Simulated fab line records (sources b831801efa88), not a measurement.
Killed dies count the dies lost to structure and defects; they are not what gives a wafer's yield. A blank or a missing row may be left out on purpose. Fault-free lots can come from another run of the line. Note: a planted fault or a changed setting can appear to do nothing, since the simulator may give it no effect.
Split-lot trial | flow sfq_line | 23 wafers read from 5 lots, route of 325 steps

## ABOUT THE SPLIT
At SFQ_TRILAYER_I1_DEP_PECVD_045 (deposits SiO2 from SiH4/N2O, time 111.11 s, target thk 500 nm), the setting time_s was moved away from the recipe's 111.11 s on 6 of the 23 wafers read, by -8.1% to +14.8%. For the rest of the wafers, this setting stayed at what the recipe calls for.

The reading is taken at the split's own step.

## THE READING
SiO2_of_TRILAYER_I1_DEP_PECVD_045.thk_nm (the simulator's own value, which no gauge read), in nm, at SFQ_TRILAYER_I1_DEP_PECVD_045 (deposits SiO2 from SiH4/N2O, time 111.11 s, target thk 500 nm). There is no usual value for it anywhere in the file. Here, 17 wafers ran the recipe; their average is 497.6 nm with a standard deviation of 6.7 nm.

wafer  | tool, chamber at the split | time_s as run, s | against the recipe | SiO2_of_TRILAYER_I1_DEP_PECVD_045.thk_nm, nm | against lot-mates on the recipe
L074.3 | pecvd-03, 1                | 111.11           | recipe             | 491.8                                        | -
L074.4 | pecvd-03, 2                | 111.11           | recipe             | 504.7                                        | -
L074.5 | pecvd-03, 1                | 111.11           | recipe             | 503.5                                        | -
L078.1 | pecvd-01, 0                | 111.11           | recipe             | 486.5                                        | -
L078.2 | pecvd-01, 1                | 111.11           | recipe             | 494.1                                        | -
L078.4 | pecvd-01, 2                | 111.11           | recipe             | 496.1                                        | -
L078.5 | pecvd-01, 1                | 111.11           | recipe             | 505.9                                        | -
L078.6 | pecvd-01, 0                | 111.11           | recipe             | 497.4                                        | -
L079.1 | pecvd-03, 2                | 127.5            | +14.8%             | 577.5                                        | +75.7
L079.2 | pecvd-03, 1                | 127.5            | +14.8%             | 570.2                                        | +68.4
L079.3 | pecvd-03, 0                | 111.11           | recipe             | 492.8                                        | -
L079.4 | pecvd-03, 0                | 111.11           | recipe             | 503.8                                        | -
L079.6 | pecvd-03, 1                | 111.11           | recipe             | 508.7                                        | -
L083.1 | pecvd-02, 0                | 111.11           | recipe             | 490.6                                        | -
L083.2 | pecvd-02, 1                | 111.11           | recipe             | 496.8                                        | -
L083.4 | pecvd-02, 2                | 111.11           | recipe             | 500.6                                        | -
L083.5 | pecvd-02, 1                | 102.1            | -8.1%              | 464.9                                        | -31.1
L083.6 | pecvd-02, 0                | 102.1            | -8.1%              | 453.6                                        | -42.4
L084.1 | pecvd-02, 2                | 120.8            | +8.7%              | 533.2                                        | +38.1
L084.2 | pecvd-02, 1                | 120.8            | +8.7%              | 534.4                                        | +39.3
L084.3 | pecvd-02, 0                | 111.11           | recipe             | 486.4                                        | -
L084.4 | pecvd-02, 1                | 111.11           | recipe             | 505                                          | -
L084.5 | pecvd-02, 0                | 111.11           | recipe             | 494                                          | -

THE FIT
A straight line over all 23 wafers: SiO2_of_TRILAYER_I1_DEP_PECVD_045.thk_nm changes by +4.88 nm for each +1% of time_s; r = +0.97; the points scatter about the line by 6.8 nm.
The same after taking each lot's own level away (the mean of its wafers on the recipe; 23 wafers): +4.72 nm for each +1%; r = +0.98; scatter 6.1 nm.
According to that fit, moving time_s by its largest amount changes the reading by 70 nm.
The span of the lots' own levels, 495.13 to 501.77 nm, comes to 1.0 times the standard deviation stated above.
Hence the lot-to-lot level has little effect on the slope; both slopes agree.
Check: +67.1 nm against its lot-mates is what the line predicts for one of the wafers moved furthest among these (+14.8%) when that wafer is left out of the fit. It came out at +75.7 nm against them.

## OTHER SPLITS ON THESE WAFERS
Note: prior to the reading, these wafers also went through further splits. Each is held against what the fit with the lots' levels taken away leaves over:
other split on the same wafers                   | wafers away from the commonest value | r with SiO2_of_TRILAYER_I1_DEP_PECVD_045.thk_nm (lot level and that fit taken away)
SFQ_TRILAYER_INCOMING_OXIDATION_002 temp_c       | 18                                   | -0.02
SFQ_TRILAYER_L0_LITHO_PEB_008 peb_time_s         | 6                                    | -0.08
SFQ_TRILAYER_L0_BARC_OPEN_METAL_ETCH_010 bias_w  | 10                                   | +0.09
SFQ_TRILAYER_L0_VIA_LITHO_PEB_016 peb_temp_c     | 7                                    | -0.08
SFQ_TRILAYER_M0_DEP_SPUTTER_019 time_s           | 11                                   | +0.14
SFQ_TRILAYER_M0_LITHO_COAT_021 spin_rpm          | 6                                    | +0.21
SFQ_TRILAYER_M0_LITHO_PEB_024 peb_temp_c         | 11                                   | -0.03
SFQ_TRILAYER_I0_VIA_LITHO_COAT_036 resist_thk_nm | 10                                   | -0.02
SFQ_TRILAYER_I0_VIA_LITHO_COAT_031 spin_rpm      | 10                                   | +0.07
SFQ_TRILAYER_I0_VIA_ETCH_VIA_ETCH_034 bias_w     | 7                                    | -0.06
SFQ_TRILAYER_M1_LITHO_EXPOSE_040 dose_mj         | 5                                    | -0.11

## THE WHOLE CHAIN: every reading that the file lists as answering this split, in the file's order
step                          | what it does                                                  | reading                                                                                   | change (the file's fit)              | r (the file's)
SFQ_TRILAYER_I1_DEP_PECVD_045 | deposits SiO2 from SiH4/N2O, time 111.11 s, target thk 500 nm | SiO2_of_TRILAYER_I1_DEP_PECVD_045.thk_nm (the simulator's own value, which no gauge read) | +4.73 nm for each +1% of the setting | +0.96
SFQ_TRILAYER_I1_CMP_CMP_046   | polishes SiO2                                                 | time_to_endpoint_s                                                                        | withheld for each +1% of the setting | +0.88

## THE FILE'S OWN FIT
SiO2_of_TRILAYER_I1_DEP_PECVD_045.thk_nm changes by +4.73 nm for each +1% of time_s, r = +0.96.
